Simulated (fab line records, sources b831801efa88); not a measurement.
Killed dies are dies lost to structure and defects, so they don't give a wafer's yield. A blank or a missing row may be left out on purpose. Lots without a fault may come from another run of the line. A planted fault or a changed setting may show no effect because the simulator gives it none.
fab line records | flow sky130
record lots=12 wafers=36 last_day=51
route steps=708 shown SONOS_ONO@169 GATE_OXIDE@198 RES_PROTECT@214 PAD_OPEN@708
lots that met no fault: from a run of the same line without faults
start_h: hours from the record's first day to the start of the lot's first wafer shown | wait_h: hours since the lot's step before | " the same as in the row above | L1.1+2: a row that stands for several wafers | - no value, or no start given | * or withheld: withheld | < > ~ a bound
route shown NAME@n: a module of which the file shows steps, and the number in the route of the first | usual: mean/standard deviation of fault-free wafers | same: alike in all rows | chamber/n: place in a boat | sites: the reading at each site | _std_site: their standard deviation | _edge_site: outer sites' mean less inner sites' | radius_mm: how far each site lies from the wafer's centre | mask NAME#n: copy n | behind: the tool/chamber that last shaped the wafer | hold: why the lot was held/for how many hours/how that ended | device: the transistor (n, p or np) that didn't switch | end of line: the same wafers' tests at the end of the route | a step without rows: its recipe alone | killed: dies lost to structure and defects at the first sort, not the wafer's yield | map: a wafer's dies, x killed, . not, _ none there
set.NAME: the setting as run; set.NAME@STEP: as run at that earlier step | model.NAME: the simulator's own value behind a step, which no gauge read
steps of the route over a sample of lots; a table a step, a row a wafer
services: from which hour (start_h, from the record's first day; less than 0 if before it) a tool's chamber was out of use, for how many hours, and why
## steps
# step SKY_SONOS_ONO_THK_MEAS_01
# recipe reads=SiO2_of_SONOS_ONO_OXIDATION_00
# usual SONOS_ONO_OXIDATION_THK=2.60/0.061
# columns lot.wafer tool chamber start_h wait_h SONOS_ONO_OXIDATION_THK[nm]
L633.3 film_metro-01 - 270.45 0.0 2.62
L633.5 " - " " 2.72
L633.6 " - " " 2.71
L634.3 film_metro-01 - 281.05 0.0 2.62
L634.4 " - " " 2.57
L634.5 " - " " 2.56
L638.4 film_metro-04 - 310.20 0.0 2.71
L638.5 " - " " 2.59
L638.6 " - " " 2.66
L641.1 film_metro-04 - 337.52 0.0 2.59
L641.2 " - " " 2.58
L641.5 " - " " 2.60
L642.2 film_metro-04 - 341.86 0.0 2.60
L642.5 " - " " 2.67
L642.6 " - " " 2.54
L645.2 film_metro-02 - 365.73 0.0 2.68
L645.4 " - " " 2.65
L645.5 " - " " 2.65
L647.2 film_metro-02 - 383.89 0.0 2.59
L647.3 " - " " 2.58
L647.6 " - " " 2.59
L650.3 film_metro-01 - 412.36 0.0 2.52
L650.5 " - " " 2.51
L650.6 " - " " 2.54
L651.2 film_metro-04 - 415.56 0.0 2.67
L651.4 " - " " 2.71
L651.5 " - " " 2.79
L653.1 film_metro-02 - 430.91 0.0 2.48
L653.4 " - " " 2.55
L653.6 " - " " 2.49
L654.1 film_metro-04 - 443.60 0.0 2.61
L654.3 " - " " 2.58
L654.5 " - " " 2.62
L655.2 film_metro-02 - 452.95 0.0 2.53
L655.4 " - " " 2.63
L655.6 " - " " 2.57
# step SKY_SONOS_ONO_STRIP_17
# recipe chemistry=O2/N2 power_w=1400 pressure_mtorr=1500 platen_temp_c=withheld o2_flow_sccm=3000 n2_flow_sccm=300 overash_fraction=0.5
# usual chamber_pressure_mTorr=1500.0/1.3 drypump_motor_current_A=5.81/0.25 oes_product_au=0.710/0.0049 strip_time_to_endpoint_s=14.09/0.035
# same overash_fraction=0.5
# columns lot.wafer tool chamber start_h wait_h chamber_pressure_mTorr drypump_motor_current_A oes_product_au rf_hours_counter_h strip_time_to_endpoint_s
L633.3 plasma_asher-02 1 299.66 0.0 1501.0 5.61 0.706 - 14.09
L633.5 " 1 " " 1500.4 5.60 0.710 - 14.01
L633.6 " 0 " " 1499.3 6.02 0.708 - 14.02
L634.3 plasma_asher-04 1 310.91 0.0 1500.2 5.83 0.704 - 14.10
L634.4 " 0 " " 1501.3 5.16 0.706 - 14.08
L634.5 " 1 " " 1501.5 5.85 0.718 - 14.10
L638.4 plasma_asher-02 0 340.66 0.0 1499.5 6.07 0.711 - 14.10
L638.5 " 0 " " 1501.7 6.08 0.714 - 14.06
L638.6 " 1 " " 1499.7 5.62 0.708 - 14.04
L641.1 plasma_asher-04 0 367.22 0.0 1500.6 5.15 0.708 65 14.07
L641.2 " 1 " " 1500.0 5.84 0.711 65 14.10
L641.5 " 1 " " 1499.8 5.85 0.713 - 14.11
L642.2 plasma_asher-01 1 373.13 0.0 1496.9 5.80 0.705 67 14.10
L642.5 " 1 " " 1499.8 5.82 0.708 - 14.08
L642.6 " 0 " " 1498.1 6.00 0.710 - 14.11
L645.2 plasma_asher-02 1 397.97 0.0 1499.1 5.60 0.702 59 14.06
L645.4 " 0 " " 1500.7 6.06 0.710 - 14.10
L645.5 " 0 " " 1501.9 6.04 0.705 - 14.11
L647.2 plasma_asher-01 1 416.69 0.0 1499.9 5.77 0.710 72 14.08
L647.3 " 0 " " 1498.0 5.97 0.715 - 14.04
L647.6 " 0 " " 1502.2 5.98 0.717 - 14.05
L650.3 plasma_asher-02 0 447.26 0.0 1498.7 6.07 0.713 - 14.10
L650.5 " 1 " " 1500.9 5.61 0.712 - 14.12
L650.6 " 0 " " 1500.0 6.10 0.716 - 14.14
L651.2 plasma_asher-01 0 449.72 0.0 1499.3 6.00 0.709 75 14.11
L651.4 " 0 " " 1498.5 5.99 0.704 - 14.07
L651.5 " 1 " " 1497.6 5.82 0.709 - 14.09
L653.1 plasma_asher-01 1 464.57 0.0 1500.7 5.76 0.712 77 14.09
L653.4 " 0 " " 1500.8 5.99 0.710 - 14.07
L653.6 " 0 " " 1498.6 5.99 0.707 - 14.14
L654.1 plasma_asher-01 1 477.18 0.0 1500.3 5.80 0.717 78 14.12
L654.3 " 0 " " 1501.3 5.98 0.710 - 14.09
L654.5 " 1 " " 1499.2 5.82 0.705 - 14.09
L655.2 plasma_asher-02 1 486.03 0.0 1498.3 5.62 0.705 68 14.07
L655.4 " 1 " " 1500.1 5.61 0.713 - 14.04
L655.6 " 0 " " 1500.5 6.10 0.715 - 14.05
# step SKY_GATE_OXIDE_IMPLANT_11
# recipe species=B energy_kev=10 dose_cm2=2.6e+12 tilt_deg=withheld
# usual beam_energy_keV=10.000/0.0033
# columns lot.wafer tool chamber start_h wait_h beam_energy_keV
L633.3 implanter-03 0 329.62 0.1 10.006
L633.5 " 0 " " 9.999
L633.6 " 0 " " 9.999
L634.3 implanter-04 0 341.41 0.1 9.999
L634.4 " 0 " " 9.994
L634.5 " 0 " " 9.991
L638.4 implanter-03 0 371.87 0.1 9.993
L638.5 " 0 " " 9.996
L638.6 " 0 " " 9.994
L641.1 implanter-04 0 398.39 0.0 11.452
L641.2 " 0 " " 11.445
L641.5 " 0 " " 11.447
L642.2 implanter-04 0 404.78 0.0 11.453
L642.5 " 0 " " 11.445
L642.6 " 0 " " 11.450
L645.2 implanter-02 0 430.23 0.0 9.997
L645.4 " 0 " " 9.998
L645.5 " 0 " " 10.002
L647.2 implanter-03 0 449.20 0.0 9.998
L647.3 " 0 " " 10.000
L647.6 " 0 " " 9.993
L650.3 implanter-02 0 480.05 0.1 9.996
L650.5 " 0 " " 9.998
L650.6 " 0 " " 10.003
L651.2 implanter-03 0 482.40 0.0 9.997
L651.4 " 0 " " 9.999
L651.5 " 0 " " 9.994
L653.1 implanter-03 0 497.35 0.0 9.997
L653.4 " 0 " " 10.001
L653.6 " 0 " " 9.993
L654.1 implanter-02 0 509.82 0.0 10.001
L654.3 " 0 " " 10.000
L654.5 " 0 " " 9.997
L655.2 implanter-03 0 518.75 0.0 10.000
L655.4 " 0 " " 9.996
L655.6 " 0 " " 10.001
# step SKY_GATE_OXIDE_TW_MEAS_14
# usual GATE_OXIDE_TW=222.9/1.8
# columns lot.wafer tool chamber start_h wait_h GATE_OXIDE_TW
L633.3 film_metro-03 - 329.95 0.1 222.6
L633.5 " - " " 223.5
L633.6 " - " " 223.2
L634.3 film_metro-03 - 341.73 0.1 223.6
L634.4 " - " " 222.3
L634.5 " - " " 223.9
L638.4 film_metro-02 - 372.19 0.1 221.1
L638.5 " - " " 220.6
L638.6 " - " " 220.7
L641.1 film_metro-03 - 398.75 0.1 231.7
L641.2 " - " " 229.4
L641.5 " - " " 230.0
L642.2 film_metro-04 - 405.12 0.1 231.4
L642.5 " - " " 231.2
L642.6 " - " " 231.7
L645.2 film_metro-02 - 430.57 0.1 218.9
L645.4 " - " " 219.0
L645.5 " - " " 220.7
L647.2 film_metro-03 - 449.54 0.1 221.8
L647.3 " - " " 223.0
L647.6 " - " " 221.6
L650.3 film_metro-04 - 480.48 0.1 224.1
L650.5 " - " " 224.3
L650.6 " - " " 225.5
L651.2 film_metro-03 - 482.84 0.1 224.3
L651.4 " - " " 224.2
L651.5 " - " " 223.6
L653.1 film_metro-03 - 497.71 0.1 223.7
L653.4 " - " " 224.9
L653.6 " - " " 224.8
L654.1 film_metro-03 - 510.17 0.1 224.7
L654.3 " - " " 223.7
L654.5 " - " " 223.6
L655.2 film_metro-04 - 519.08 0.1 224.3
L655.4 " - " " 225.3
L655.6 " - " " 226.1
# step SKY_RES_PROTECT_STRIP_07
# recipe chemistry=O2/N2 power_w=1400 pressure_mtorr=1500 platen_temp_c=withheld o2_flow_sccm=3000 n2_flow_sccm=300 overash_fraction=0.5
# usual chamber_pressure_mTorr=1500.2/1.3 drypump_motor_current_A=5.64/0.29 oes_product_au=0.518/0.0043 strip_time_to_endpoint_s=23.30/0.043
# same overash_fraction=0.5
# columns lot.wafer tool chamber start_h wait_h chamber_pressure_mTorr drypump_motor_current_A oes_product_au rf_hours_counter_h strip_time_to_endpoint_s
L633.3 plasma_asher-02 0 362.34 0.1 1500.2 6.11 0.510 - 23.35
L633.5 " 1 " " 1501.0 5.62 0.519 - 23.27
L633.6 " 0 " " 1501.7 6.04 0.523 - 23.33
L634.3 plasma_asher-03 0 374.79 0.1 1501.3 5.35 0.516 - 23.21
L634.4 " 1 " " 1500.6 5.59 0.513 - 23.21
L634.5 " 1 " " 1500.0 5.62 0.516 - 23.18
L638.4 plasma_asher-02 1 406.04 0.1 1499.7 5.59 0.525 - 23.29
L638.5 " 0 " " 1502.4 6.09 0.517 - 23.31
L638.6 " 1 " " 1499.4 5.62 0.518 - 23.31
L641.1 plasma_asher-02 0 432.11 0.1 1500.0 6.14 0.514 62 23.27
L641.2 " 1 " " 1502.6 5.62 0.513 62 23.31
L641.5 " 1 " " 1502.8 5.61 0.517 - 23.27
L642.2 plasma_asher-02 1 440.11 0.1 1502.0 5.60 0.516 63 23.33
L642.5 " 1 " " 1500.5 5.60 0.512 - 23.36
L642.6 " 0 " " 1500.3 6.11 0.520 - 23.34
L645.2 plasma_asher-02 1 465.86 0.1 1500.3 5.59 0.526 66 23.29
L645.4 " 0 " " 1500.8 6.10 0.516 - 23.32
L645.5 " 0 " " 1498.1 6.07 0.520 - 23.29
L647.2 plasma_asher-02 0 483.39 0.1 1501.4 6.09 0.517 68 23.29
L647.3 " 0 " " 1501.3 6.08 0.513 - 23.30
L647.6 " 1 " " 1497.8 5.60 0.518 - 23.28
L650.3 plasma_asher-02 1 514.27 0.1 1499.6 5.60 0.523 - 23.34
L650.5 " 0 " " 1497.2 6.08 0.514 - 23.33
L650.6 " 1 " " 1502.1 5.62 0.523 - 23.25
L651.2 plasma_asher-04 1 517.71 0.1 1501.6 5.85 0.519 8 23.31
L651.4 " 1 " " 1501.5 5.85 0.522 - 23.33
L651.5 " 1 " " 1501.1 5.85 0.514 - 23.28
L653.1 plasma_asher-03 0 531.56 0.1 1500.4 5.29 0.518 38 23.30
L653.4 " 1 " " 1498.6 5.61 0.519 - 23.27
L653.6 " 1 " " 1498.9 5.61 0.526 - 23.29
L654.1 plasma_asher-03 0 545.06 0.1 1499.0 5.32 0.517 40 23.34
L654.3 " 1 " " 1501.9 5.60 0.513 - 23.33
L654.5 " 0 " " 1500.5 5.32 0.518 - 23.35
L655.2 plasma_asher-03 1 552.61 0.1 1499.0 5.62 0.516 41 23.35
L655.4 " 0 " " 1498.8 5.30 0.519 - 23.32
L655.6 " 0 " " 1498.5 5.31 0.520 - 23.35
# step SKY_PAD_OPEN_PROBE_99
# usual killed_at_M0_to_M3=43/7.3 killed_at_M4_up=3.2/1.9 killed_at_contacts=24/5.5 killed_at_front_end=15/4.7 killed_at_other=0.5/0.75 killed_dies=85/9.5 killed_open=46/7 killed_short=38/7.4
# same gross_dies=492 killed_at_back_side=0
# columns lot.wafer tool chamber start_h wait_h killed_at_M0_to_M3 killed_at_M4_up killed_at_contacts killed_at_front_end killed_at_other killed_dies killed_open killed_short
L634.3 prober-01 - 1111.44 0.2 38 4 26 15 0 83 44 39
L634.4 prober-01 - 1111.49 0.2 36 1 27 11 0 75 51 23
L634.5 prober-01 - 1111.54 0.2 38 4 18 12 0 72 47 24
L642.2 prober-01 - 1156.29 0.1 41 1 35 17 0 94 48 45
L642.5 prober-01 - 1156.44 0.2 26 4 20 11 1 62 39 23
L642.6 prober-01 - 1156.49 0.2 45 5 20 20 2 92 44 48
L645.2 prober-02 - 1175.53 0.1 48 7 22 10 0 87 49 38
L645.4 prober-02 - 1175.63 0.2 42 5 23 19 0 89 45 44
L645.5 prober-02 - 1175.68 0.2 56 3 23 18 0 100 56 44
L647.2 prober-02 - 1180.82 0.1 29 3 14 17 0 63 40 23
L647.3 prober-02 - 1180.87 0.2 35 4 21 22 1 83 52 31
L647.6 prober-02 - 1181.02 0.2 42 1 33 14 0 90 48 41
L650.3 prober-02 - 1198.98 0.2 47 2 25 9 0 83 43 40
L650.5 prober-02 - 1199.08 0.2 41 1 30 15 2 89 48 40
L650.6 prober-02 - 1199.13 0.2 43 4 32 12 0 91 54 37
# killed by level:class
L634.3 CONTACT:geometric_particle:open=13 METAL2:geometric_particle:short=7 VIA1:geometric_particle:open=5 VIA2:geometric_particle:short=5 FIELD_ISO:geometric_particle:open=4 LI_CONTACT:geometric_particle:short=4 VIA2:geometric_particle:open=4 VIA3:geometric_particle:short=4
L634.4 CONTACT:geometric_particle:open=10 LI_CONTACT:geometric_particle:open=9 VIA1:geometric_particle:open=7 VIA2:geometric_particle:open=7 VIA3:geometric_particle:open=6 LOCAL_INTERCONNECT:geometric_particle:short=5 FIELD_ISO:geometric_particle:open=4 METAL2:geometric_particle:short=4
L634.5 VIA2:geometric_particle:open=11 VIA1:geometric_particle:open=10 CONTACT:geometric_particle:open=8 VIA3:geometric_particle:open=6 METAL2:geometric_particle:short=4 LI_CONTACT:geometric_particle:open=3 LOCAL_INTERCONNECT:geometric_particle:short=3 FIELD_ISO:geometric_particle:open=2
L642.2 VIA1:geometric_particle:open=13 LI_CONTACT:geometric_particle:open=10 CONTACT:geometric_particle:short=8 LI_CONTACT:geometric_particle:short=5 LOCAL_INTERCONNECT:geometric_particle:short=5 CONTACT:geometric_particle:open=5 METAL1:geometric_particle:short=5 VIA1:geometric_particle:short=4
L642.5 VIA3:geometric_particle:open=11 CONTACT:geometric_particle:open=6 LI_CONTACT:geometric_particle:short=6 VIA1:geometric_particle:open=6 VIA2:geometric_particle:open=5 CONTACT:geometric_particle:short=4 FIELD_ISO:geometric_particle:short=3 POLY_GATE:geometric_particle:short=3
L642.6 METAL1:geometric_particle:short=8 VIA3:geometric_particle:open=7 VIA1:geometric_particle:open=7 LI_CONTACT:geometric_particle:open=6 FIELD_ISO:geometric_particle:short=5 CONTACT:geometric_particle:open=5 POLY_GATE:geometric_particle:open=4 POLY_GATE:geometric_particle:short=4
L645.2 CONTACT:geometric_particle:open=9 METAL2:geometric_particle:short=8 VIA2:geometric_particle:open=8 VIA3:geometric_particle:open=8 LI_CONTACT:geometric_particle:open=6 METAL4:geometric_particle:short=6 VIA1:geometric_particle:open=5 VIA2:geometric_particle:short=4
L645.4 CONTACT:geometric_particle:open=9 VIA1:geometric_particle:open=8 METAL1:geometric_particle:short=7 VIA3:geometric_particle:open=6 FIELD_ISO:geometric_particle:short=5 FIELD_ISO:geometric_particle:open=5 VIA1:geometric_particle:short=5 CONTACT:geometric_particle:short=5
L645.5 CONTACT:geometric_particle:open=10 VIA1:geometric_particle:open=10 VIA3:geometric_particle:open=10 METAL1:geometric_particle:short=7 METAL2:geometric_particle:short=7 LI_CONTACT:geometric_particle:short=6 VIA2:geometric_particle:open=6 POLY_GATE:geometric_particle:open=5
L647.2 VIA3:geometric_particle:open=11 POLY_GATE:geometric_particle:open=7 VIA1:geometric_particle:open=5 VIA2:geometric_particle:open=5 FIELD_ISO:geometric_particle:open=4 LOCAL_INTERCONNECT:geometric_particle:short=4 CONTACT:geometric_particle:open=4 METAL1:geometric_particle:short=4
L647.3 CONTACT:geometric_particle:open=12 VIA3:geometric_particle:open=9 FIELD_ISO:geometric_particle:open=6 POLY_GATE:geometric_particle:open=6 FIELD_ISO:geometric_particle:short=4 LI_CONTACT:geometric_particle:open=4 VIA1:geometric_particle:short=4 VIA2:geometric_particle:open=4
L647.6 CONTACT:geometric_particle:open=10 VIA1:geometric_particle:open=9 LI_CONTACT:geometric_particle:open=8 CONTACT:geometric_particle:short=7 METAL2:geometric_particle:short=6 VIA2:geometric_particle:open=6 FIELD_ISO:geometric_particle:short=5 VIA3:geometric_particle:short=5
L650.3 CONTACT:geometric_particle:open=10 VIA1:geometric_particle:open=9 VIA2:geometric_particle:open=9 CONTACT:geometric_particle:short=8 METAL1:geometric_particle:short=6 VIA1:geometric_particle:short=6 METAL2:geometric_particle:short=5 FIELD_ISO:geometric_particle:open=3
L650.5 CONTACT:geometric_particle:open=14 VIA1:geometric_particle:open=10 LOCAL_INTERCONNECT:geometric_particle:short=7 METAL3:geometric_particle:short=6 LI_CONTACT:geometric_particle:open=5 METAL2:geometric_particle:short=5 VIA2:geometric_particle:open=5 FIELD_ISO:geometric_particle:open=4
L650.6 VIA2:geometric_particle:open=11 CONTACT:geometric_particle:open=10 VIA1:geometric_particle:open=10 LI_CONTACT:geometric_particle:open=9 LOCAL_INTERCONNECT:geometric_particle:short=6 VIA3:geometric_particle:open=5 FIELD_ISO:geometric_particle:short=4 POLY_GATE:geometric_particle:open=4
## services
# columns tool chamber start_h hours kind
plasma_asher-03 - 289.54 9.0 repair
plasma_asher-04 - 300.90 3.5 repair
plasma_asher-04 - 341.31 3.1 repair
plasma_asher-04 - 421.25 9.0 pm
plasma_asher-04 0 421.25 9.0 vent_cycle
plasma_asher-04 1 421.25 9.0 vent_cycle
plasma_asher-04 0 430.25 - clean
plasma_asher-04 1 430.25 - clean
plasma_asher-01 - 440.75 0.7 repair
implanter-04 - 469.79 2.6 pm
plasma_asher-03 - 479.56 3.4 repair
implanter-03 - 486.55 4.9 pm
plasma_asher-04 - 501.05 6.6 repair
implanter-04 - 513.92 2.2 repair
implanter-03 - 542.65 1.3 repair
plasma_asher-04 - 548.09 2.8 pm
## key
first_sign step=SKY_GATE_OXIDE_IMPLANT_11 reading=beam_energy_keV direction=up sigmas=99+ usual=* struck=*
effect step=SKY_GATE_OXIDE_TW_MEAS_14 reading=GATE_OXIDE_TW direction=up sigmas=4.3 usual=222.9 struck=230.9
met_at SKY_GATE_OXIDE_IMPLANT_11
struck_lots L641,L642
tester_left_out L641,L642
not_acting_at SKY_SONOS_ONO_THK_MEAS_01,SKY_SONOS_ONO_STRIP_17,SKY_RES_PROTECT_STRIP_07
onset_between 341.41 398.39
fault kind=process_parameter_drift tool=implanter-04 chamber=- onset_h=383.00 steps=SKY_GATE_OXIDE_IMPLANT_11 channel=energy_kev offset=* shape=step end_h=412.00 acts_in=* stated=*
# tester_left_out: of these lots the tester's yield and bins aren't shown, on N5 and GAA mostly nor the transistor test; their killed dies are dies lost to structure and defects alone, not to doping, threshold or leakage, so they don't give the yield
